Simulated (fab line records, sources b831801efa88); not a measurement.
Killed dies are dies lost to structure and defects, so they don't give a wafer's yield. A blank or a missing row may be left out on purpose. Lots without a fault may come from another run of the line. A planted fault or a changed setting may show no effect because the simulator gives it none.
Which tool did it? | flow sky130 | 6 lots, 18 wafers sampled, at 1 step of a route of 708

WHAT THE GAUGES READ, wafer by wafer
SKY_LI_CONTACT_OVL_MEAS_13.
lot  | measured     | on         | LI_CONTACT_OVL (nm)
L339 | day 29 12:35 | overlay-02 | -9 2 3
L342 | day 30 19:17 | overlay-02 | -9 -13 -1
L344 | day 31 02:48 | overlay-01 | -4 1 -3
L347 | day 32 02:56 | overlay-01 | -4 -5 -1
L361 | day 36 15:14 | overlay-01 | 4 5 4
L360 | day 36 19:35 | overlay-01 | -6 -11 -10

WHICH TOOL RAN EACH LOT (tool, then ch and the chambers of the sampled wafers, then the start)
The record holds no process step before these readings.

THE ANSWER, worked out from the rows above alone
Rule: what is usual is taken from the lots themselves. Put in order of their means at a reading, lots are off if they are a third of the lots or fewer, leave a main group of 4 or more, and stand apart from it by a gap of 3 or more times the standard deviation of the main group's means; of several such gaps the widest counts. A main group whose means are all the same, to the digits that the tables above print for the reading, isn't used. A lot without any number at a reading at which 4 lots or more have one is off too. The other lots that the step has rows for count as sound.
No lot is off at any reading shown: from this, nothing can be told.

WHAT THE SIMULATOR HAD PUT IN
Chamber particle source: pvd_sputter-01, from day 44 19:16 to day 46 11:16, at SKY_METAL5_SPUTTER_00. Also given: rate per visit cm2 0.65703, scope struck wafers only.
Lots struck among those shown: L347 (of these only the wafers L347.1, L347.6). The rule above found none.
